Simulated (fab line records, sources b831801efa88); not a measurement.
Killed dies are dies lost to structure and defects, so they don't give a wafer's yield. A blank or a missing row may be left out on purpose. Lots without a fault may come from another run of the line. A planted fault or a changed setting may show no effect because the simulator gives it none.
Which tool did it? | flow sky130 | 12 lots, 35 wafers sampled, at 5 steps of a route of 708

WHAT THE GAUGES READ, wafer by wafer
SKY_CONTACT_RS_MEAS_25: measures by four-point-probe. Usual: CONTACT_W_RS 0.339 ohm/sq, standard deviation 0.0033.
lot  | measured     | on            | CONTACT_W_RS (ohm/sq) | flag
L486 | day 31 13:05 | film_metro-01 | 0.336 0.338 0.338     |
L487 | day 31 19:14 | film_metro-01 | 0.341 0.338 0.342     |
L488 | day 32 14:31 | film_metro-01 | 0.340 0.334 0.340     |
L489 | day 32 17:38 | film_metro-02 | 0.334 0.336 0.336     |
L490 | day 34 01:01 | film_metro-02 | 0.336 0.332 0.336     |
L492 | day 34 04:07 | film_metro-02 | 0.340 0.340 0.344     |
L491 | day 34 04:55 | film_metro-02 | 0.342 0.341 0.344     |
L496 | day 35 09:54 | film_metro-04 | 0.335 0.331           |
L504 | day 37 09:31 | film_metro-04 | 0.339 0.335 0.338     |
L507 | day 37 23:23 | film_metro-01 | 0.338 0.333 0.336     |
L508 | day 38 07:43 | film_metro-02 | 0.340 0.339 0.338     |
L509 | day 38 14:59 | film_metro-01 | 0.341 0.344 0.343     |

SKY_VIA1_THK_MEAS_01. Usual: VIA1_HDPCVD_THK 1033 nm, standard deviation 11.
lot  | measured     | on            | VIA1_HDPCVD_THK (nm) | flag
L486 | day 32 17:14 | film_metro-04 | 1028 1044 1041       |
L487 | day 32 23:44 | film_metro-04 | 1030 1049 1028       |
L488 | day 33 18:47 | film_metro-01 | 1024 1019 1009       |
L489 | day 33 22:35 | film_metro-03 | 1032 1040 1033       |
L490 | day 35 05:32 | film_metro-03 | 1044 1027 1042       |
L492 | day 35 09:01 | film_metro-04 | 1026 1020 1026       |
L491 | day 35 09:56 | film_metro-01 | 1031 1032 1027       |
L496 | day 36 14:02 | film_metro-01 | 1024 924             | OFF
L504 | day 38 12:38 | film_metro-01 | 1035 1016 1048       |
L507 | day 39 02:12 | film_metro-03 | 1019 1024 1025       |
L508 | day 39 10:31 | film_metro-03 | 1045 1036 1046       |
L509 | day 39 17:51 | film_metro-04 | 1013 1027 1033       |

WHICH TOOL RAN EACH LOT (tool, then ch and the chambers of the sampled wafers, then the start)
lot  | SKY_CONTACT_CMP_27            | SKY_METAL1_SPUTTER_04        | SKY_VIA1_HDPCVD_00
L486 | cmp-02 ch 0,2,3, day 31 13:16 | pvd_sputter-02, day 31 13:39 | hdpcvd-02 ch 0,1,2, day 32 17:07
L487 | cmp-01 ch 0,1,2, day 31 19:29 | pvd_sputter-02, day 31 19:49 | hdpcvd-02 ch 0,2, day 32 23:36
L488 | cmp-01 ch 0,1, day 32 14:42   | pvd_sputter-04, day 32 15:05 | hdpcvd-02 ch 0,1, day 33 18:40
L489 | cmp-01 ch 2,3, day 32 17:48   | pvd_sputter-03, day 32 18:11 | hdpcvd-01 ch 1,2, day 33 22:28
L490 | cmp-01 ch 1,3, day 34 01:10   | pvd_sputter-04, day 34 01:33 | hdpcvd-01 ch 0,1,2, day 35 05:25
L492 | cmp-01 ch 0,1,2, day 34 04:36 | pvd_sputter-04, day 34 04:53 | hdpcvd-01 ch 1,2, day 35 08:54
L491 | cmp-01 ch 0,3, day 34 05:24   | pvd_sputter-02, day 34 05:47 | hdpcvd-01 ch 0,1,2, day 35 09:49
L496 | cmp-01 ch 1,3, day 35 10:11   | pvd_sputter-03, day 35 10:28 | hdpcvd-02 ch 1, day 36 13:55
L504 | cmp-01 ch 0,2,3, day 37 09:42 | pvd_sputter-03, day 37 10:05 | hdpcvd-01 ch 0,1,2, day 38 12:31
L507 | cmp-02 ch 0,1, day 37 23:34   | pvd_sputter-02, day 37 23:57 | hdpcvd-02 ch 0,2, day 39 02:05
L508 | cmp-02 ch 0,2, day 38 07:57   | pvd_sputter-04, day 38 08:17 | hdpcvd-02 ch 0,1, day 39 10:24
L509 | cmp-02 ch 0,1,3, day 38 15:16 | pvd_sputter-02, day 38 15:33 | hdpcvd-02 ch 1,2, day 39 17:44
- SKY_CONTACT_CMP_27: polishes, stops on SiO2, t overpolish 15 s, target thk 0 nm.
- SKY_METAL1_SPUTTER_04: material TiN, target thk 70 nm, time 58.3 s.
- SKY_VIA1_HDPCVD_00: deposits SiO2, target thk 1030 nm, time 171.7 s.

WHAT THE TOOLS THEMSELVES READ (means of the sampled wafers that have a number; where no wafer has one, the mark that the record gives instead)
SKY_CONTACT_CMP_27. Usual: motor_current_A 11.1 A, standard deviation 0.9; overpolish_run_s 15.000 s, standard deviation 0.0097; platen_rpm 60.01 rpm, standard deviation 0.039; time_to_endpoint_s 80.2 s, standard deviation 2.7.
lot  | tool   | motor_current_A (A) | overpolish_run_s (s) | platen_rpm (rpm) | time_to_endpoint_s (s) | flag
L486 | cmp-02 | 11.7                | 14.995               | 60.01            | 82.7                   |
L487 | cmp-01 | 11.4                | 15.009               | 60.00            | 75.0                   |
L488 | cmp-01 | 11.2                | 14.999               | 59.99            | 78.5                   |
L489 | cmp-01 | 11.5                | 15.004               | 60.02            | 82.3                   |
L490 | cmp-01 | 10.2                | 15.005               | 59.98            | 80.5                   |
L492 | cmp-01 | 10.9                | 15.000               | 60.01            | 78.7                   |
L491 | cmp-01 | 11.1                | 14.997               | 60.01            | 80.8                   |
L496 | cmp-01 | 9.8                 | 15.008               | 59.96            | 80.9                   |
L504 | cmp-01 | 10.8                | 15.012               | 60.05            | 77.8                   |
L507 | cmp-02 | 11.7                | 14.995               | 60.06            | 81.4                   |
L508 | cmp-02 | 11.7                | 15.012               | 59.99            | 83.7                   |
L509 | cmp-02 | 11.2                | 15.000               | 60.01            | 76.5                   |

SKY_METAL1_SPUTTER_04. Usual: throttle_valve_pct 30.1 %, standard deviation 0.7.
lot  | tool           | throttle_valve_pct (%) | flag
L486 | pvd_sputter-02 | 29.6                   |
L487 | pvd_sputter-02 | 30.1                   |
L488 | pvd_sputter-04 | 30.2                   |
L489 | pvd_sputter-03 | 30.3                   |
L490 | pvd_sputter-04 | 29.8                   |
L492 | pvd_sputter-04 | 29.3                   |
L491 | pvd_sputter-02 | 30.2                   |
L496 | pvd_sputter-03 | 30.5                   |
L504 | pvd_sputter-03 | 30.5                   |
L507 | pvd_sputter-02 | 29.8                   |
L508 | pvd_sputter-04 | 29.8                   |
L509 | pvd_sputter-02 | 30.2                   |

SKY_VIA1_HDPCVD_00. Usual: run_length_s 199.3 s, standard deviation 0.46.
lot  | tool      | run_length_s (s) | flag
L486 | hdpcvd-02 | 199.3            |
L487 | hdpcvd-02 | 199.8            |
L488 | hdpcvd-02 | 199.1            |
L489 | hdpcvd-01 | 198.8            |
L490 | hdpcvd-01 | 199.2            |
L492 | hdpcvd-01 | 199.1            |
L491 | hdpcvd-01 | 199.4            |
L496 | hdpcvd-02 | 190.0            | OFF
L504 | hdpcvd-01 | 199.3            |
L507 | hdpcvd-02 | 199.5            |
L508 | hdpcvd-02 | 199.4            |
L509 | hdpcvd-02 | 199.3            |

THE ANSWER, worked out from the rows above alone
Rule: a lot is off if the mean of its wafers that have a number lies more than 3 standard deviations from the usual mean. A lot without any number at a reading at which 4 lots or more have one is off too. The other lots that the step has rows for count as sound. The gauges are gone through in route order, then the tools' own readings, and for those a lot's mean is taken as printed above. The first step at which some lot is off is used, and at that step the reading that is off furthest; a lot without a number counts as furthest.
Off: L496, at SKY_VIA1_THK_MEAS_01 (VIA1_HDPCVD_THK).
A tool fits if, at a process step before that reading, it ran every lot that is off, and no sound lot after the first of them. The gauges at SKY_VIA1_THK_MEAS_01 aren't tried: what is off there is off at SKY_VIA1_HDPCVD_00 too, on other tools, and a gauge's error can't cause that. None of those tried fits.

WHAT THE SIMULATOR HAD PUT IN
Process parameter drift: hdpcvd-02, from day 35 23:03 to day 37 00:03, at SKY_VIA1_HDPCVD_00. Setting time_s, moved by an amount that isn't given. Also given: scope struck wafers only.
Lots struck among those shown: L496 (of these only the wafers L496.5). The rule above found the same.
